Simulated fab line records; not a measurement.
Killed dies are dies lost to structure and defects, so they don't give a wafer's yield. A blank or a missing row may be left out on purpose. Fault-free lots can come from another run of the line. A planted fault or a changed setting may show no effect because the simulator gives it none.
fab line records ; flow sky130 ; part 2 of 2: steps 44 to 44 of 44
[record] lots = 6; wafers = 18; last_day = 50
route steps=708 shown SONOS_TUNNEL@160 SONOS_ONO@168 GATE_OXIDE@187 PAD_OPEN@708
lots with no fault: from the same line, run without faults
start_h: the number of hours between the record's first day and the start of the first shown wafer of the lot ; wait_h: how many hours have passed since the lot's step before this one ; " as in the row above ; L1.1+2: several wafers, shown together as one row ; - no value present, or no start provided ; * or withheld: withheld ; < > ~ a bound
route shown NAME@n: a module of which the file shows steps, and the number in the route of the first ; usual: mean/standard deviation taken from wafers without a fault ; same: alike in all rows ; chamber/n: place in a boat ; sites: each site's reading ; _std_site: how widely they spread, as a standard deviation ; _edge_site: the outer-site mean with the inner-site mean subtracted ; radius_mm: how far each site lies from the wafer's centre ; mask NAME#n: copy n ; behind: the last tool/chamber to shape the wafer ; hold: what put the lot on hold/how long, in hours/how the hold closed ; device: transistor that didn't switch, given as n, p or np ; end of line: at the end of the route, the tests of the same wafers ; where a step has no rows: the recipe by itself ; killed: dies lost to structure and defects at the first sort, not the wafer's yield ; map: dies across one wafer; x = killed, . = not, _ = none there
set.NAME: the run value of the setting; set.NAME@STEP: its run value at that earlier step ; model.NAME: the simulator's own value behind a step, which no gauge read
lots seen at some steps along the route; tables by step, rows by wafer
services: a tool's chamber out of use, with start hour (start_h, from the record's first day; less than 0 if before it), hours out, and reason
[[steps]]
[step SKY_PAD_OPEN_PROBE_99]
[usual] killed_at_M0_to_M3 = 43/6.9; killed_at_M4_up = 3.1/1.8; killed_at_contacts = 24/5.1; killed_at_front_end = 15/4.8; killed_at_other = 0.3/0.48; killed_dies = 86/8.9; killed_open = 47/6.8; killed_short = 39/6.3
[same] gross_dies = 492; killed_at_back_side = 0
lot.wafer;tool;chamber;start_h;wait_h;killed_at_M0_to_M3;killed_at_M4_up;killed_at_contacts;killed_at_front_end;killed_at_other;killed_dies;killed_open;killed_short;model.etest.sonos_erased.drive_ua_um;model.etest.sonos_uncharged.r_on_ohm_um;model.etest.cap_ono.gate_log10_a_cm2;model.etest.cap_ono.gate_bv_v;model.etest.cap_ono.tox_acc_nm;model.etest.sonos_programmed.vt_v;model.etest.sonos_erased.vt_v;model.etest.sonos_baked.vt_v
L140.4;prober-02;-;1097.16;0.2;51;2;19;14;0;86;48;38;193.2;820.6;-7.9;16.14;12.85;1.487;-2.301;0.9254
L140.5;prober-02;-;1097.21;0.2;46;5;26;12;0;89;55;34;169.4;806.9;-8.08;16.58;12.95;1.415;-2.226;0.9085
L140.6;prober-02;-;1097.26;0.2;49;7;29;10;0;95;56;39;199.8;821.1;-8.306;16.68;13.16;1.316;-2.199;0.8444
L145.1;prober-01;-;1126.28;0.1;53;3;24;21;0;101;55;46;140.4;826;-8.644;17.08;13.5;1.12;-1.994;0.7094
L145.3;prober-01;-;1126.38;0.2;40;2;28;12;0;82;41;41;186.9;842.6;-8.68;17.04;13.45;1.107;-2.05;0.6822
L145.5;prober-01;-;1126.48;0.2;25;3;25;15;1;69;40;29;156;820.1;-8.775;16.84;13.52;1.086;-1.983;0.6831
L147.1;prober-01;-;1128.22;0.1;29;2;23;20;0;74;36;38;141.4;836.4;-8.6;17.28;13.39;1.157;-2.007;0.7741
L147.2;prober-01;-;1128.27;0.1;46;7;15;19;0;87;44;43;183.1;826.6;-8.523;17.19;13.38;1.206;-2.085;0.7833
L147.4;prober-01;-;1128.37;0.2;43;2;22;15;0;82;44;38;153.8;818.9;-8.361;16.88;13.26;1.275;-2.091;0.8115
L154.2;prober-02;-;1169.10;0.1;58;4;27;13;0;102;57;45;196.4;810.1;-7.725;16.35;12.84;1.459;-2.338;0.9289
L154.4;prober-02;-;1169.20;0.2;43;5;16;15;0;79;42;37;161.3;814.6;-8.037;16.2;12.99;1.397;-2.24;0.8879
L154.6;prober-02;-;1169.30;0.2;33;3;32;27;0;95;52;43;183.1;799;-7.807;16.19;12.8;1.493;-2.312;0.9499
L155.3;prober-01;-;1173.95;0.2;52;8;24;16;0;100;47;53;184.9;794.2;-7.84;16.46;12.86;1.444;-2.315;0.9176
L155.4;prober-01;-;1174.00;0.2;40;5;18;26;0;89;50;37;233.3;802.3;-7.723;15.95;12.74;1.49;-2.407;0.9222
L155.5;prober-01;-;1174.05;0.2;39;5;26;12;0;82;47;35;207;806.5;-7.796;16.07;12.74;1.499;-2.364;0.9351
L159.1;prober-01;-;1189.33;0.1;42;3;24;14;0;83;39;44;208.1;813.2;-7.836;16.11;12.78;1.436;-2.35;0.9499
L159.3;prober-01;-;1189.43;0.2;43;4;24;17;0;88;50;38;181.8;815.8;-7.828;16.39;12.83;1.516;-2.302;0.9733
L159.4;prober-01;-;1189.48;0.2;37;4;22;14;0;77;43;34;175;812.3;-7.705;16.29;12.69;1.494;-2.325;0.9921
// killed by level:class
L140.4 VIA1:geometric_particle:open=17 VIA3:geometric_particle:open=8 METAL2:geometric_particle:short=7 LI_CONTACT:geometric_particle:open=6 FIELD_ISO:geometric_particle:short=4 POLY_GATE:geometric_particle:open=4 LOCAL_INTERCONNECT:geometric_particle:short=4 CONTACT:geometric_particle:open=4
L140.5 CONTACT:geometric_particle:open=11 VIA3:geometric_particle:open=10 VIA1:geometric_particle:open=8 LI_CONTACT:geometric_particle:open=7 METAL1:geometric_particle:short=7 VIA2:geometric_particle:open=6 METAL4:geometric_particle:short=4 VIA1:geometric_particle:short=4
L140.6 VIA3:geometric_particle:open=10 VIA2:geometric_particle:open=9 LI_CONTACT:geometric_particle:open=8 VIA1:geometric_particle:open=8 CONTACT:geometric_particle:short=7 CONTACT:geometric_particle:open=7 METAL2:geometric_particle:short=5 METAL4:geometric_particle:short=5
L145.1 VIA3:geometric_particle:open=13 VIA2:geometric_particle:open=10 FIELD_ISO:geometric_particle:short=7 LOCAL_INTERCONNECT:geometric_particle:short=7 LI_CONTACT:geometric_particle:open=7 VIA1:geometric_particle:open=7 FIELD_ISO:geometric_particle:open=6 METAL1:geometric_particle:short=6
L145.3 CONTACT:geometric_particle:open=10 VIA1:geometric_particle:open=9 METAL3:geometric_particle:short=7 LI_CONTACT:geometric_particle:open=6 CONTACT:geometric_particle:short=6 VIA2:geometric_particle:open=6 VIA1:geometric_particle:short=4 FIELD_ISO:geometric_particle:open=3
L145.5 CONTACT:geometric_particle:open=15 METAL2:geometric_particle:short=8 LI_CONTACT:geometric_particle:open=7 FIELD_ISO:geometric_particle:open=4 POLY_GATE:geometric_particle:short=4 VIA1:geometric_particle:open=4 METAL1:geometric_particle:short=4 VIA2:geometric_particle:open=4
L147.1 VIA1:geometric_particle:open=8 CONTACT:geometric_particle:open=7 LI_CONTACT:geometric_particle:open=6 FIELD_ISO:geometric_particle:open=5 POLY_GATE:geometric_particle:short=5 CONTACT:geometric_particle:short=5 FIELD_ISO:geometric_particle:short=4 POLY_GATE:geometric_particle:open=4
L147.2 VIA3:geometric_particle:open=9 CONTACT:geometric_particle:open=7 FIELD_ISO:geometric_particle:open=6 VIA1:geometric_particle:short=6 METAL2:geometric_particle:short=6 VIA1:geometric_particle:open=6 POLY_GATE:geometric_particle:short=4 METAL1:geometric_particle:short=4
L147.4 VIA1:geometric_particle:open=10 LI_CONTACT:geometric_particle:open=9 VIA3:geometric_particle:open=9 FIELD_ISO:geometric_particle:short=5 FIELD_ISO:geometric_particle:open=4 LI_CONTACT:geometric_particle:short=4 METAL2:geometric_particle:short=4 CONTACT:geometric_particle:open=4
L154.2 VIA1:geometric_particle:open=16 CONTACT:geometric_particle:open=9 METAL3:geometric_particle:short=8 METAL1:geometric_particle:short=7 VIA2:geometric_particle:open=7 METAL2:geometric_particle:short=6 VIA3:geometric_particle:open=5 LI_CONTACT:geometric_particle:open=5
L154.4 VIA3:geometric_particle:open=8 VIA2:geometric_particle:open=7 CONTACT:geometric_particle:open=6 LI_CONTACT:geometric_particle:open=5 VIA1:geometric_particle:open=5 POLY_GATE:geometric_particle:open=4 VIA2:geometric_particle:short=4 POLY_GATE:geometric_particle:short=4
L154.6 VIA2:geometric_particle:open=11 LI_CONTACT:geometric_particle:open=9 CONTACT:geometric_particle:short=9 POLY_GATE:geometric_particle:open=7 CONTACT:geometric_particle:open=6 FIELD_ISO:geometric_particle:open=5 POLY_GATE:geometric_particle:short=5 LOCAL_INTERCONNECT:geometric_particle:short=5
L155.3 VIA1:geometric_particle:open=13 METAL2:geometric_particle:short=12 CONTACT:geometric_particle:open=8 POLY_GATE:geometric_particle:short=6 LOCAL_INTERCONNECT:geometric_particle:short=6 VIA3:geometric_particle:open=6 FIELD_ISO:geometric_particle:short=5 CONTACT:geometric_particle:short=5
L155.4 FIELD_ISO:geometric_particle:short=10 VIA1:geometric_particle:open=9 FIELD_ISO:geometric_particle:open=8 VIA3:geometric_particle:open=8 CONTACT:geometric_particle:open=7 LI_CONTACT:geometric_particle:open=7 VIA2:geometric_particle:open=5 POLY_GATE:geometric_particle:short=4
L155.5 CONTACT:geometric_particle:open=16 VIA1:geometric_particle:open=11 VIA2:geometric_particle:open=7 POLY_GATE:geometric_particle:short=4 CONTACT:geometric_particle:short=4 VIA1:geometric_particle:short=4 VIA3:geometric_particle:short=4 FIELD_ISO:geometric_particle:short=3
L159.1 FIELD_ISO:geometric_particle:short=7 LI_CONTACT:geometric_particle:open=7 VIA3:geometric_particle:open=7 CONTACT:geometric_particle:open=7 VIA1:geometric_particle:open=6 VIA2:geometric_particle:short=6 METAL1:geometric_particle:short=5 FIELD_ISO:geometric_particle:open=4
L159.3 VIA1:geometric_particle:open=12 CONTACT:geometric_particle:open=9 METAL2:geometric_particle:short=7 VIA2:geometric_particle:open=6 FIELD_ISO:geometric_particle:open=5 VIA1:geometric_particle:short=5 LOCAL_INTERCONNECT:geometric_particle:short=4 CONTACT:geometric_particle:short=4
L159.4 CONTACT:geometric_particle:open=9 VIA1:geometric_particle:open=9 LI_CONTACT:geometric_particle:open=6 METAL1:geometric_particle:short=6 VIA1:geometric_particle:short=6 FIELD_ISO:geometric_particle:open=5 METAL2:geometric_particle:short=4 POLY_GATE:geometric_particle:open=3
[[services]]
tool;chamber;start_h;hours;kind
rie_diel-04;-;277.11;1.4;repair
wet_bench-04;-;287.16;2.3;repair
rie_diel-04;3;288.27;4.8;repair
rie_diel-02;0;297.53;28.9;repair
rie_diel-02;-;322.08;2.7;repair
plasma_asher-03;-;322.17;3.6;repair
rie_diel-01;-;335.10;0.3;repair
lpcvd-03;-;339.47;6.0;pm
plasma_asher-03;-;340.89;4.2;repair
wet_bench-02;-;340.93;1.4;repair
rie_diel-02;2;357.06;22.8;repair
rie_diel-01;-;377.16;2.8;pm
plasma_asher-01;-;408.61;0.6;repair
rie_diel-01;0;433.67;7.4;repair
rie_diel-04;-;434.17;14.6;pm
rie_diel-02;0;435.25;7.2;repair
wet_bench-02;-;444.27;12.2;repair
rie_diel-01;0;455.55;8.2;repair
rie_diel-04;0;459.46;9.3;repair
wet_bench-02;-;460.38;1.5;repair
rie_diel-04;0;468.72;-;clean
rie_diel-04;0;468.72;17.2;scheduled_down
rie_diel-04;0;468.72;17.2;vent_cycle
[[key]]
[first_sign] step = SKY_SONOS_ONO_THK_MEAS_05; reading = SONOS_ONO_CVD_04_THK; direction = up; sigmas = 4.7; usual = 5.77; struck = 6.32
effect none on later readings
[model_effect] step = SKY_SONOS_ONO_CVD_04; value = SiO2_of_SONOS_ONO_CVD_04.thk_nm; without = 5.8; struck = 6.339
[model_effect] step = SKY_GATE_OXIDE_CLEAN_15; value = SiO2_of_SONOS_ONO_CVD_04.thk_nm; without = 4.28; struck = 4.819
[model_effect] step = SKY_PAD_OPEN_PROBE_99; value = etest.sonos_erased.drive_ua_um; without = 190.1; struck = 160.3
met_at SKY_SONOS_ONO_CVD_04
struck_wafers L145.1,L145.3,L145.5,L147.1,L147.2,L147.4
tester_left_out L145,L147
onset_between 277.56 317.71
[fault] kind = process_parameter_drift; tool = lpcvd-03; chamber = 1; onset_h = 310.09; steps = SKY_SONOS_ONO_CVD_04; channel = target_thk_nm; offset = 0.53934; shape = step; end_h = 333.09; stated = 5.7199
// tester_left_out: of these lots the tester's yield and bins aren't shown, on N5 and GAA mostly nor the transistor test; their killed dies are dies lost to structure and defects alone, not to doping, threshold or leakage, so they don't give the yield
